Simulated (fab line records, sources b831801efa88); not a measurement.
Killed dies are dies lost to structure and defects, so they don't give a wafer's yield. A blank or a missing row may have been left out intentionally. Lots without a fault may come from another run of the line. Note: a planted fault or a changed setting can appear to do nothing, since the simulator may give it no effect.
Which tool was responsible? + flow gf180mcu + 13 lots with 39 wafers sampled at 4 steps, on a route of 602 steps

WHAT THE GAUGES SHOWED, per wafer
GF_PASSIVATION_THK_MEAS_03.
| lot  | measured     | on           | PASSIVATION_CVD_02_THK (nm) |
|------|--------------|--------------|-----------------------------|
| L331 | day 28 00:59 | filmMetro-04 | 693 711 702                 |
| L332 | day 28 05:23 | filmMetro-01 | 696 711 699                 |
| L333 | day 28 14:35 | filmMetro-01 | 673 712 711                 |
| L334 | day 29 05:53 | filmMetro-04 | 696 705 712                 |
| L335 | day 29 11:53 | filmMetro-04 | 695 692 703                 |
| L338 | day 30 06:58 | filmMetro-04 | 701 695 713                 |
| L345 | day 32 04:40 | filmMetro-02 | 701 698 700                 |
| L349 | day 33 01:46 | filmMetro-01 | 703 694 697                 |
| L350 | day 33 09:51 | filmMetro-01 | 689 696 703                 |
| L351 | day 33 19:25 | filmMetro-01 | 699 703 704                 |
| L352 | day 33 20:43 | filmMetro-02 | 699 716 714                 |
| L353 | day 34 03:54 | filmMetro-01 | 708 702 715                 |
| L354 | day 34 04:19 | filmMetro-02 | 686 700 693                 |

TOOL THAT RAN EACH LOT (tool first, then ch and the chambers of the sampled wafers, then the start)
| lot  | GF_M4_SPUTTER_02            | GF_V5_CMP_26                  | GF_TOP_METAL_SPUTTER_04     |
|------|-----------------------------|-------------------------------|-----------------------------|
| L331 | pvdSputter-04, day 22 08:45 | cmp-02 ch 1,2, day 27 03:41   | pvdSputter-03, day 27 04:10 |
| L332 | pvdSputter-04, day 22 14:11 | cmp-01 ch 0,1,2, day 27 07:31 | pvdSputter-02, day 27 07:57 |
| L333 | pvdSputter-03, day 23 01:54 | cmp-02 ch 1,2,3, day 27 17:10 | pvdSputter-03, day 27 17:34 |
| L334 | pvdSputter-04, day 23 17:10 | cmp-02 ch 0,2,3, day 28 08:25 | pvdSputter-04, day 28 08:52 |
| L335 | pvdSputter-03, day 23 22:40 | cmp-02 ch 0,2,3, day 28 15:32 | pvdSputter-02, day 28 16:01 |
| L338 | pvdSputter-03, day 24 20:39 | cmp-02 ch 1,2, day 29 10:47   | pvdSputter-04, day 29 11:14 |
| L345 | pvdSputter-04, day 27 02:48 | cmp-01 ch 0,1, day 31 10:34   | pvdSputter-03, day 31 11:01 |
| L349 | pvdSputter-02, day 28 06:06 | cmp-01 ch 0,1, day 32 07:57   | pvdSputter-04, day 32 08:27 |
| L350 | pvdSputter-03, day 28 17:20 | cmp-02 ch 1,3, day 32 16:43   | pvdSputter-02, day 32 17:10 |
| L351 | pvdSputter-02, day 29 03:59 | cmp-01 ch 1,2,3, day 33 01:48 | pvdSputter-04, day 33 02:15 |
| L352 | pvdSputter-04, day 29 05:15 | cmp-01 ch 0,1, day 33 04:04   | pvdSputter-03, day 33 04:31 |
| L353 | pvdSputter-03, day 29 14:36 | cmp-02 ch 1,2,3, day 33 11:01 | pvdSputter-02, day 33 11:28 |
| L354 | pvdSputter-04, day 29 15:38 | cmp-01 ch 1,2,3, day 33 11:55 | pvdSputter-03, day 33 12:18 |
- GF_M4_SPUTTER_02: material AlCu, target thk 450 nm, time 23.9 s.
- GF_V5_CMP_26: polishes, stops on SiO2, t overpolish 15 s, target thk 0 nm.
- GF_TOP_METAL_SPUTTER_04: material TiN, target thk 25 nm, time 20.8 s.

AS READ BY THE TOOLS THEMSELVES (means over the sampled wafers that have a number; for cases with no such wafer, the mark the record gives instead)
GF_M4_SPUTTER_02.
| lot  | tool          | throttleValvePct (%) |
|------|---------------|----------------------|
| L331 | pvdSputter-04 | 29.4                 |
| L332 | pvdSputter-04 | 30.3                 |
| L333 | pvdSputter-03 | 30.2                 |
| L334 | pvdSputter-04 | 29.7                 |
| L335 | pvdSputter-03 | 29.6                 |
| L338 | pvdSputter-03 | 29.7                 |
| L345 | pvdSputter-04 | 30.5                 |
| L349 | pvdSputter-02 | 29.9                 |
| L350 | pvdSputter-03 | 30.4                 |
| L351 | pvdSputter-02 | 30.2                 |
| L352 | pvdSputter-04 | 30.4                 |
| L353 | pvdSputter-03 | 31.3                 |
| L354 | pvdSputter-04 | 30.4                 |

GF_V5_CMP_26.
| lot  | tool   | motorCurrentA (A) | overpolishRunS (s) | retainingRingPressureFrac | timeToEndpointS (s) |
|------|--------|-------------------|--------------------|---------------------------|---------------------|
| L331 | cmp-02 | 10.9              | 14.998             | 1.003                     | 80                  |
| L332 | cmp-01 | 11.1              | 15.001             | 1.002                     | 83                  |
| L333 | cmp-02 | 11.3              | 15.000             | 1.000                     | 81                  |
| L334 | cmp-02 | 11.3              | 14.990             | 0.997                     | 86                  |
| L335 | cmp-02 | 11.3              | 15.000             | 0.994                     | 85                  |
| L338 | cmp-02 | 11.6              | 15.005             | 0.999                     | 83                  |
| L345 | cmp-01 | 10.2              | 15.000             | 0.997                     | 87                  |
| L349 | cmp-01 | 10.2              | 15.004             | 1.003                     | 88                  |
| L350 | cmp-02 | 11.0              | 14.994             | 0.997                     | 83                  |
| L351 | cmp-01 | 10.9              | 15.002             | 0.997                     | 83                  |
| L352 | cmp-01 | 10.3              | 15.008             | 1.001                     | 89                  |
| L353 | cmp-02 | 11.1              | 15.001             | 1.000                     | 80                  |
| L354 | cmp-01 | 11.1              | 15.000             | 1.004                     | 84                  |

GF_TOP_METAL_SPUTTER_04.
| lot  | tool          | throttleValvePct (%) |
|------|---------------|----------------------|
| L331 | pvdSputter-03 | 31.4                 |
| L332 | pvdSputter-02 | 30.2                 |
| L333 | pvdSputter-03 | 30.4                 |
| L334 | pvdSputter-04 | 30.4                 |
| L335 | pvdSputter-02 | 30.4                 |
| L338 | pvdSputter-04 | 30.6                 |
| L345 | pvdSputter-03 | 29.8                 |
| L349 | pvdSputter-04 | 29.9                 |
| L350 | pvdSputter-02 | 29.8                 |
| L351 | pvdSputter-04 | 30.8                 |
| L352 | pvdSputter-03 | 29.7                 |
| L353 | pvdSputter-02 | 30.0                 |
| L354 | pvdSputter-03 | 29.1                 |

THE ANSWER, worked out from the rows above alone
Rule: the usual values come from the lots themselves. The widest of any qualifying gaps counts: lots, ordered by their means at a reading, are off when they make up no more than a third of the lots, leave a main group of 4 or more, and stand apart from it by 3 or more times the standard deviation of that group's means. If all means in a main group match to the digits the tables above print for the reading, that group is not used. Also off: a lot with no number at a reading for which 4 or more lots have one. Any other lot the step has rows for is counted as sound. First the gauges in route order, then the tools' own readings, where a lot's mean is used as printed above. At the first step where some lot is off, the reading lying furthest off is the one used; lots without a number count as furthest.
Nothing can be told from this: no lot is off at any reading shown.

WHAT HAD BEEN PUT IN BY THE SIMULATOR
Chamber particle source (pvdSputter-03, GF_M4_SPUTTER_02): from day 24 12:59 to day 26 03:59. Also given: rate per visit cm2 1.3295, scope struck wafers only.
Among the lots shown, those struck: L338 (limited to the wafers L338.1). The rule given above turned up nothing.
